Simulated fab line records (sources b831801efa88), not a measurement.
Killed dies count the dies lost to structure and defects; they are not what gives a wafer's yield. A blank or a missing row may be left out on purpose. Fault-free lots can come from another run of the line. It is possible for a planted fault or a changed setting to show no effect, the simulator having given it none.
A single fault, viewed from 2 desks ; flow sky130 ; numbers are kept per desk, each desk with only its own; the story behind them comes last

FOR THE TOOL OWNER'S DESK: rieSi-02
The tool's own readings at SKY_FIELD_ISO_ETCH_17 (etches Si in HBr/Cl2/O2, target depth 342 nm, time 97.7 s): means of the sampled wafers that have a number, for each lot that ran on this tool. Marked OUT: a lot whose mean sits more than 4 standard deviations from the usual mean, which makes it out of limits; the brackets give that distance.
Columns: A = biasW at SKY_FIELD_ISO_ETCH_17, usual 150.0 W; B = drypumpMotorCurrentA at SKY_FIELD_ISO_ETCH_17, usual 5.8 A; C = oesProductAu at SKY_FIELD_ISO_ETCH_17, usual 0.998 a.u.; D = rfFwdPowerW at SKY_FIELD_ISO_ETCH_17, usual 595.8 W; E = throttleValvePct at SKY_FIELD_ISO_ETCH_17, usual 25.657 %
lot;first seen here;A;B;C;D;E
L500;day 2 20:49;150.1;5.2;1.013;597.3;25.653
L503;day 3 06:17;149.9;5.4;1.004;595.3;25.654
L517;day 6 04:29;150.2;5.4;1.051 (+4.4) OUT;595.9;25.628
This desk finds L517 out of limits, L517 being first, at day 6 04:29 (oesProductAu at SKY_FIELD_ISO_ETCH_17). L500, L503: within limits.

METROLOGY DESK
Means of the sampled wafers that have a number, per lot and without regard to the tool the lot ran on: this is what the gauges read. Marked OUT: a lot whose mean sits more than 4 standard deviations from the usual mean, which makes it out of limits; the brackets give that distance.
Columns: A = FIELD_ISO_OXIDATION_00_THK at SKY_FIELD_ISO_THK_MEAS_02, usual 12.03 nm; B = NWELL_TW at SKY_NWELL_TW_MEAS_15, usual 1831
lot;first seen here;A;B
L499;day 1 13:31;11.79;1844
L500;day 1 19:10;12.10;1828
L501;day 1 21:58;12.01;1819
L503;day 2 07:38;12.06;1843
L504;day 2 12:38;12.22;1828
L505;day 2 17:38;12.21;1841
L506;day 2 22:38;11.78;1815
L507;day 3 05:05;11.87;1817
L509;day 3 13:38;11.90;1844
L517;day 5 05:38;11.89;1831
L518;day 5 10:38;12.01;1847
L520;day 5 23:42;11.84;1810
L521;day 6 01:38;11.74;1832
This desk found nothing out of limits on any of the 13 lots.

BROUGHT TOGETHER
The tool owner's desk could have raised an alarm at day 6 04:29, on L517.
At the metrology desk, nothing out of limits was observed.
The metrology desk has L517 on record, within its limits.
On rieSi-02, each named lot ran SKY_FIELD_ISO_ETCH_17.

WHAT THE SIMULATOR PUT IN
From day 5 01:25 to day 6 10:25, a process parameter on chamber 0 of rieSi-02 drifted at SKY_FIELD_ISO_ETCH_17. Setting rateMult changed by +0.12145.
Struck lots among those shown: L517.
How many hours passed from the start of the fault until each desk's first out-of-limits reading: the tool owner's desk, 27.
